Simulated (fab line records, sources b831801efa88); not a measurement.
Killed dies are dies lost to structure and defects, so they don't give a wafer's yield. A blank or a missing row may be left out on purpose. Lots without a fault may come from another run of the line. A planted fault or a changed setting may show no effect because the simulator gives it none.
A struck lot beside a sound one | flow sky130 | 35 steps out of a route of 708
Sound: wafers L203.1, L203.2, L203.4. Struck: wafers L214.3, L214.4, L214.5. The cause comes at the end.
At each step with rows: each side's tool, then ch and its chambers, then its first start. Under that, the readings that differ: sound wafers | struck wafers | difference of the means | sigmas: that difference in standard deviations of wafers without a fault.
alike: readings whose means differ by less than 2 such deviations, and words and numbers that are the same on both sides. not compared: withheld readings, readings that some wafer has no value for, bounds like >300 that may hide the same value, and numbers for which the record gives no deviation and whose values overlap.
The two part at a step that has a row with sigmas, a row that says differs or no value, or rows on one side only. Numbers that don't overlap but have no deviation are shown without sigmas and don't part them. A reading that every wafer of one side lacks parts them only if that side has two wafers or more.

SKY_SD_P_CD_MEAS_07: target cd 380 nm.
  sound on cd_sem-01, day 27 15:49; struck on cd_sem-02, day 30 19:23
  alike: cd_nm
SKY_SD_P_OVL_MEAS_08:
  sound on overlay-02, day 27 15:56; struck on overlay-01, day 30 19:29
  alike: SD_P_OVL
then, 1 step without rows for these wafers: SKY_SD_P_IMPLANT_09.
SKY_SD_P_STRIP_10: strips in O2/N2.
  sound on plasma_asher-04 ch 0,1, day 27 16:07; struck on plasma_asher-04 ch 0,1, day 30 19:41
  alike: drypump_motor_current_A, n2_flow_sccm, oes_product_au, strip_time_to_endpoint_s
  not compared: rf_hours_counter_h
SKY_SD_P_TW_MEAS_11:
  sound on film_metro-02, day 27 16:13; struck on film_metro-01, day 30 19:47
  alike: SD_P_TW
then, 7 steps without rows for these wafers: SKY_RES_XHIGH_DEHYDRATE_00 (time 60 s); SKY_RES_XHIGH_HMDS_01 (prime time 60 s); SKY_RES_XHIGH_COAT_02 (resist thk 1140 nm); SKY_RES_XHIGH_SOFTBAKE_03 (time 60 s); SKY_RES_XHIGH_EXPOSE_04 (exposes mask URPM, target cd 1270 nm); SKY_RES_XHIGH_PEB_05; SKY_RES_XHIGH_DEVELOP_06 (develop time 60 s).
SKY_RES_XHIGH_IMPLANT_07:
  sound on implanter-03 ch 0, day 28 20:42; struck on implanter-03 ch 0, day 31 22:10
  reading       | sound                       | struck                        | difference | sigmas
  beam_on_s (s) | 38.6 38.6 38.1              | 31.4 31.9 32.4                | -6.5       | -3
  dose_ions_cm2 | 3.596e+14 3.598e+14 3.6e+14 | 2.947e+14 2.941e+14 2.946e+14 | -6.533e+13 | -99 or more
  alike: beam_energy_keV, faraday_current_uA
SKY_RES_XHIGH_STRIP_08: strips in O2/N2.
  sound on plasma_asher-03 ch 0,1, day 28 20:51; struck on plasma_asher-03 ch 0,1, day 31 22:17
  alike: drypump_motor_current_A, n2_flow_sccm, oes_product_au, strip_time_to_endpoint_s
  not compared: rf_hours_counter_h
SKY_RES_XHIGH_TW_MEAS_09:
  sound on film_metro-03, day 28 20:57; struck on film_metro-01, day 31 22:23
  reading      | sound          | struck         | difference | sigmas
  RES_XHIGH_TW | 1636 1644 1642 | 1527 1526 1530 | -113       | -11
then, 7 steps without rows for these wafers: SKY_SD_N_DEHYDRATE_00 (time 60 s); SKY_SD_N_HMDS_01 (prime time 60 s); SKY_SD_N_COAT_02 (resist thk 1140 nm); SKY_SD_N_SOFTBAKE_03 (time 60 s); SKY_SD_N_EXPOSE_04 (exposes mask NSDM, target cd 380 nm); SKY_SD_N_PEB_05; SKY_SD_N_DEVELOP_06 (develop time 60 s).
SKY_SD_N_CD_MEAS_07: target cd 380 nm.
  sound on cd_sem-02, day 30 01:04; struck on cd_sem-01, day 33 01:49
  reading    | sound             | struck            | difference | sigmas
  cd_nm (nm) | 382.8 383.7 382.8 | 377.1 377.8 376.6 | -5.9       | -2
SKY_SD_N_OVL_MEAS_08:
  sound on overlay-01, day 30 01:11; struck on overlay-01, day 33 01:55
  alike: SD_N_OVL
then, 2 steps without rows for these wafers: SKY_SD_N_IMPLANT_09; SKY_SD_N_IMPLANT_10.
SKY_SD_N_STRIP_11: strips in O2/N2.
  sound on plasma_asher-01 ch 0,1, day 30 01:31; struck on plasma_asher-01 ch 0,1, day 33 02:16
  alike: drypump_motor_current_A, n2_flow_sccm, oes_product_au, strip_time_to_endpoint_s
  not compared: rf_hours_counter_h
SKY_SD_N_TW_MEAS_12:
  sound on film_metro-02, day 30 01:37; struck on film_metro-02, day 33 02:22
  alike: SD_N_TW
then, 1 step without rows for these wafers: SKY_SD_N_CLEAN_13 (cleans in SC1/SC2, time 150 s).
SKY_SD_N_RTA_14: time 2 s.
  sound on rtp_anneal-01 ch 0, day 30 01:44; struck on rtp_anneal-01 ch 0, day 33 02:28
  alike: lamp_power_pct, wafer_temp_C_max
SKY_SD_N_RS_MEAS_16: measures by four-point-probe.
  sound on film_metro-03, day 30 01:55; struck on film_metro-03, day 33 02:40
  alike: SD_N_RS
SKY_SD_N_RS_MEAS_17: measures by four-point-probe.
  sound on film_metro-03, day 30 02:02; struck on film_metro-03, day 33 02:47
  alike: SD_P_RS
SKY_SD_N_RS_MEAS_18: measures by four-point-probe.
  sound on film_metro-03, day 30 02:09; struck on film_metro-03, day 33 02:54
  reading               | sound             | struck            | difference | sigmas
  RES_XHIGH_RS (ohm/sq) | 332.6 332.2 334.0 | 391.4 389.7 389.1 | +57.1      | +48
then, 1 step without rows for these wafers: SKY_SALICIDE_CLEAN_00 (cleans in HF-last, time 30 s).
-- the record jumps here: 16 days lie between the struck wafers' starts before and after (it left off in module SALICIDE and takes up again in module PAD_OPEN, whose first step shown is number 708 of the route) --
SKY_PAD_OPEN_PROBE_99:
  sound on prober-02, day 47 06:35; struck on prober-02, day 49 13:38
  reading                                  | sound           | struck          | difference | sigmas
  model.etest.res_xhigh_po.line_ohm_um     | 5536 5600 5408  | 8618 8577 8627  | +3093      |
  model.etest.res_xhigh_po.rs_ohm_sq       | 1952 1932 1898  | 3064 3032 3030  | +1115      |
  model.etest.res_xhigh_po.rs_ohm_sq_range | 59.64 41.2 59.1 | 170.1 174 149.7 | +111.3     |
  alike: killed_at_M0_to_M3, killed_at_M4_up, killed_at_contacts, killed_at_front_end, killed_at_other, killed_dies, killed_open, killed_short

WHERE THEY PART
First at SKY_RES_XHIGH_IMPLANT_07; last, within this record, at SKY_SD_N_RS_MEAS_18. Later steps at which nothing parts them and some readings are alike: SKY_PAD_OPEN_PROBE_99.

WHY: what the simulator had put in
Process parameter drift: implanter-03, from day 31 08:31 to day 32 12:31, at SKY_RES_XHIGH_IMPLANT_07. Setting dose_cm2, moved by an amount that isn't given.
